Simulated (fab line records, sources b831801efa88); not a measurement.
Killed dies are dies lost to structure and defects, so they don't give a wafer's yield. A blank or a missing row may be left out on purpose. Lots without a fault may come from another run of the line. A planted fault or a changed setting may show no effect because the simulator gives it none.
One fault seen from 2 desks | flow sky130 | each desk has only its own numbers; what lay behind them comes last

THE TOOL OWNER'S DESK: iline_stepper-02
The tool's own readings at SKY_DNWELL_EXPOSE_04 (exposes mask DNM, target cd 3000 nm): means of the sampled wafers that have a number, for each lot that ran on this tool. A lot is out of limits, marked OUT, if its mean lies more than 4 standard deviations from the usual mean; the brackets give that distance.
Columns: A = focus_offset_nm at SKY_DNWELL_EXPOSE_04, usual 0.1 nm
lot  | first seen here | A
L580 | day 4 10:53     | 0.7
L589 | day 6 09:59     | 1.1
L590 | day 6 14:19     | -0.5
L591 | day 6 18:28     | -0.7
This desk's finding: nothing out of limits on any of the 4 lots.

THE METROLOGY DESK
What the gauges read, lot by lot, whatever tool the lot ran on: means of the sampled wafers that have a number. A lot is out of limits, marked OUT, if its mean lies more than 4 standard deviations from the usual mean; the brackets give that distance.
Columns: A = NWELL_OXIDATION_THK at SKY_NWELL_THK_MEAS_02, usual 9.85 nm; B = DNWELL_TW at SKY_DNWELL_TW_MEAS_09, usual 1123; C = PWDE_OVL at SKY_PWDE_OVL_MEAS_07, usual -0.5 nm; D = PWDE_TW at SKY_PWDE_TW_MEAS_10, usual 378; E = NWELL_00_OVL at SKY_NWELL_OVL_MEAS_10, usual 0.2 nm; F = NWELL_TW at SKY_NWELL_TW_MEAS_15, usual 1834
lot  | first seen here | A     | B    | C    | D   | E    | F
L576 | day 3 06:14     | 10.11 | 1112 | 0.2  | 382 | -1.5 | 1833
L579 | day 4 02:44     | 9.53  | 1140 | 2.1  | 375 | -0.3 | 1828
L580 | day 4 02:44     | 9.91  | 1123 | 0.0  | 373 | -0.8 | 1829
L589 | day 6 00:16     | 9.81  | 1115 | -1.4 | 385 | 0.5  | 1830
L590 | day 6 04:40     | 9.83  | 1143 | -2.5 | 384 | -0.8 | 1829
L591 | day 6 09:14     | 9.69  | 1114 | -1.6 | 383 | -0.7 | 1862
L596 | day 7 13:49     | 9.72  | 1139 | -0.3 | 375 | -2.6 | 1834
This desk's finding: nothing out of limits on any of the 7 lots.

PUT TOGETHER
The tool owner's desk saw nothing out of limits.
The metrology desk saw nothing out of limits.

WHAT THE SIMULATOR HAD PUT IN
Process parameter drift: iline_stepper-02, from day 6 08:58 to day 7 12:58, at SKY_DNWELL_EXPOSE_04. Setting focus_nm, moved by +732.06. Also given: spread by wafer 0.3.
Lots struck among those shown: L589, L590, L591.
